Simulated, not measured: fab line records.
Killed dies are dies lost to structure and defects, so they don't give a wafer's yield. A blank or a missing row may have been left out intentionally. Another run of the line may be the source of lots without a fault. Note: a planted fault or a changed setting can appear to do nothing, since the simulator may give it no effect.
Which tool was responsible? ; flow gf180mcu ; 14 lots, 41 wafers sampled, at 5 steps of a route of 602

WHAT THE GAUGES SHOWED, per wafer
GF_HV_LDD_RS_MEAS_53: a four-point-probe measurement. Usual: for HV_LDD_RS the level is 417.9 ohm/sq and the standard deviation is 1.
lot;measured;on;HV_LDD_RS (ohm/sq);flag
L652;day 12 14:53;film_metro-01;416.9 416.1 416.1;
L653;day 13 00:37;film_metro-01;417.1 416.4 417.0;
L654;day 13 09:38;film_metro-01;416.6 416.9 417.1;
L656;day 14 03:50;film_metro-04;417.3 418.3 418.9;
L657;day 14 12:51;film_metro-03;419.7 418.8 417.9;
L658;day 14 20:44;film_metro-04;419.5 419.3 417.7;
L659;day 15 04:06;film_metro-04;418.6 419.0 419.4;
L661;day 15 20:38;film_metro-01;417.3 416.8 418.1;
L662;day 16 01:08;film_metro-01;418.5 418.5;
L670;day 18 17:31;film_metro-03;418.9 418.7 417.2;
L671;day 19 05:12;film_metro-04;419.1 418.7 418.9;
L672;day 19 12:49;film_metro-01;417.1 418.3 417.5;
L673;day 19 18:43;film_metro-04;419.0 418.6 419.1;
L674;day 20 01:29;film_metro-03;418.0 417.4 418.1;

GF_SAB_THK_MEAS_01. Usual: for SAB_CVD_00_THK the level is 49.9 nm and the standard deviation is 0.64.
lot;measured;on;SAB_CVD_00_THK (nm);flag
L652;day 14 11:01;film_metro-02;48.4 48.8 48.7;
L653;day 14 22:05;film_metro-03;50.1 51.5 51.3;
L654;day 15 07:20;film_metro-02;50.1 49.9 50.5;
L656;day 16 02:45;film_metro-04;50.9 49.4 50.7;
L657;day 16 12:26;film_metro-03;49.4 49.7 50.3;
L658;day 16 21:27;film_metro-03;49.1 51.1 50.2;
L659;day 17 04:35;film_metro-02;49.7 48.9 50.0;
L661;day 17 22:04;film_metro-02;49.4 69.0 50.2;OFF
L662;day 18 02:51;film_metro-03;49.9 69.2;OFF
L670;day 20 22:27;film_metro-04;49.3 50.1 50.5;
L671;day 21 10:11;film_metro-04;49.5 49.7 50.8;
L672;day 21 16:14;film_metro-02;49.0 49.4 49.8;
L673;day 21 22:19;film_metro-03;49.6 50.5 50.0;
L674;day 22 04:42;film_metro-02;50.1 49.4 49.9;

EACH LOT AND THE TOOL THAT RAN IT (in order: tool; ch and the chambers of the sampled wafers; start)
lot;GF_HV_LDD_RTA_52;GF_PSD_RTA_13;GF_SAB_CVD_00
L652;rtp_anneal-01 ch 0, day 12 14:49;rtp_anneal-02 ch 0, day 14 10:40;pecvd-03 ch 0,1,2, day 14 10:59
L653;rtp_anneal-01 ch 0, day 13 00:33;rtp_anneal-01 ch 0, day 14 21:45;pecvd-02 ch 0,1, day 14 22:04
L654;rtp_anneal-01 ch 0, day 13 09:34;rtp_anneal-02 ch 0, day 15 06:59;pecvd-02 ch 0,1,2, day 15 07:19
L656;rtp_anneal-01 ch 0, day 14 03:43;rtp_anneal-02 ch 0, day 16 02:25;pecvd-02 ch 0,1,2, day 16 02:43
L657;rtp_anneal-01 ch 0, day 14 12:47;rtp_anneal-02 ch 0, day 16 12:06;pecvd-02 ch 0,1, day 16 12:26
L658;rtp_anneal-02 ch 0, day 14 20:40;rtp_anneal-01 ch 0, day 16 21:05;pecvd-02 ch 1,2, day 16 21:25
L659;rtp_anneal-01 ch 0, day 15 04:02;rtp_anneal-02 ch 0, day 17 04:15;pecvd-02 ch 0,2, day 17 04:34
L661;rtp_anneal-02 ch 0, day 15 20:34;rtp_anneal-01 ch 0, day 17 21:43;pecvd-02 ch 0,1,2, day 17 22:02
L662;rtp_anneal-02 ch 0, day 16 01:04;rtp_anneal-02 ch 0, day 18 02:31;pecvd-02 ch 0,1, day 18 02:50
L670;rtp_anneal-01 ch 0, day 18 17:26;rtp_anneal-02 ch 0, day 20 22:06;pecvd-03 ch 0,1, day 20 22:26
L671;rtp_anneal-02 ch 0, day 19 05:08;rtp_anneal-01 ch 0, day 21 09:50;pecvd-04 ch 0,1, day 21 10:10
L672;rtp_anneal-01 ch 0, day 19 12:44;rtp_anneal-02 ch 0, day 21 15:50;pecvd-04 ch 0,2, day 21 16:13
L673;rtp_anneal-02 ch 0, day 19 18:39;rtp_anneal-01 ch 0, day 21 21:59;pecvd-04 ch 0,1,2, day 21 22:17
L674;rtp_anneal-02 ch 0, day 20 01:25;rtp_anneal-01 ch 0, day 22 04:22;pecvd-03 ch 0,2, day 22 04:40
- GF_HV_LDD_RTA_52: time 10 s.
- GF_PSD_RTA_13: time 20 s.
- GF_SAB_CVD_00: deposits SiO2 from TEOS, target thk 50 nm, time 4.9302 s.

WHAT THE TOOLS THEMSELVES READ (means of the sampled wafers that have a number; where no wafer has one, the mark that the record gives instead)
GF_HV_LDD_RTA_52. Usual: lamp_power_pct 32.3 %, standard deviation 0.57; wafer_temp_C_max 1003.5, standard deviation 0.76.
lot;tool;lamp_power_pct (%);wafer_temp_C_max;flag
L652;rtp_anneal-01;31.8;1003.1;
L653;rtp_anneal-01;31.8;1002.8;
L654;rtp_anneal-01;31.8;1004.2;
L656;rtp_anneal-01;31.8;1003.9;
L657;rtp_anneal-01;31.8;1003.2;
L658;rtp_anneal-02;33.0;1003.4;
L659;rtp_anneal-01;31.8;1004.6;
L661;rtp_anneal-02;33.0;1003.0;
L662;rtp_anneal-02;33.0;1002.2;
L670;rtp_anneal-01;31.8;1004.9;
L671;rtp_anneal-02;32.9;1003.9;
L672;rtp_anneal-01;31.8;1002.9;
L673;rtp_anneal-02;33.0;1003.2;
L674;rtp_anneal-02;33.0;1003.3;

GF_PSD_RTA_13. Usual: lamp_power_pct 33.7 %, standard deviation 0.59; wafer_temp_C_max 1028.6, standard deviation 0.72.
lot;tool;lamp_power_pct (%);wafer_temp_C_max;flag
L652;rtp_anneal-02;34.2;1028.2;
L653;rtp_anneal-01;33.0;1029.1;
L654;rtp_anneal-02;34.2;1027.8;
L656;rtp_anneal-02;34.2;1027.7;
L657;rtp_anneal-02;34.2;1028.6;
L658;rtp_anneal-01;33.0;1028.7;
L659;rtp_anneal-02;34.2;1029.0;
L661;rtp_anneal-01;33.0;1029.2;
L662;rtp_anneal-02;34.2;1028.2;
L670;rtp_anneal-02;34.2;1028.6;
L671;rtp_anneal-01;33.0;1029.0;
L672;rtp_anneal-02;34.2;1028.7;
L673;rtp_anneal-01;33.0;1028.8;
L674;rtp_anneal-01;33.0;1029.2;

GF_SAB_CVD_00. Usual: heater_power_w reads 641 W (standard deviation 97).
lot;tool;heater_power_w (W);flag
L652;pecvd-03;597;
L653;pecvd-02;584;
L654;pecvd-02;615;
L656;pecvd-02;543;
L657;pecvd-02;602;
L658;pecvd-02;557;
L659;pecvd-02;553;
L661;pecvd-02;610;
L662;pecvd-02;645;
L670;pecvd-03;608;
L671;pecvd-04;711;
L672;pecvd-04;654;
L673;pecvd-04;683;
L674;pecvd-03;694;

THE ANSWER, worked out from the rows above alone
Rule: take the mean of a lot's wafers that have a number; if it is more than 3 standard deviations from the usual mean, the lot is off. Also off: a lot with no number at a reading for which 4 or more lots have one. Where the step has rows for the other lots, those lots are counted as sound. After the gauges, taken in route order, come the tools' own readings; for these a lot's mean is taken, as printed above. The first step at which some lot is off is used, and at that step the reading that is off furthest; a lot without a number counts as furthest.
Off: L661, L662, seen at GF_SAB_THK_MEAS_01 (SAB_CVD_00_THK).
If a tool, at a process step before that reading, ran all the lots that are off and no sound lot after the first of them, it fits. The gauges at GF_SAB_THK_MEAS_01 are tried like those tools. One candidate fits, namely pecvd-02 at GF_SAB_CVD_00. A fault onset in the window from L659 (day 17 04:34, its last sound lot) to L661 (day 17 22:02, its first lot off) fits.

WHAT WAS PUT IN BY THE SIMULATOR
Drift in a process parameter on pecvd-02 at GF_SAB_CVD_00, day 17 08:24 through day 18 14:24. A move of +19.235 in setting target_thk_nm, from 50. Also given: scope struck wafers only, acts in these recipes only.
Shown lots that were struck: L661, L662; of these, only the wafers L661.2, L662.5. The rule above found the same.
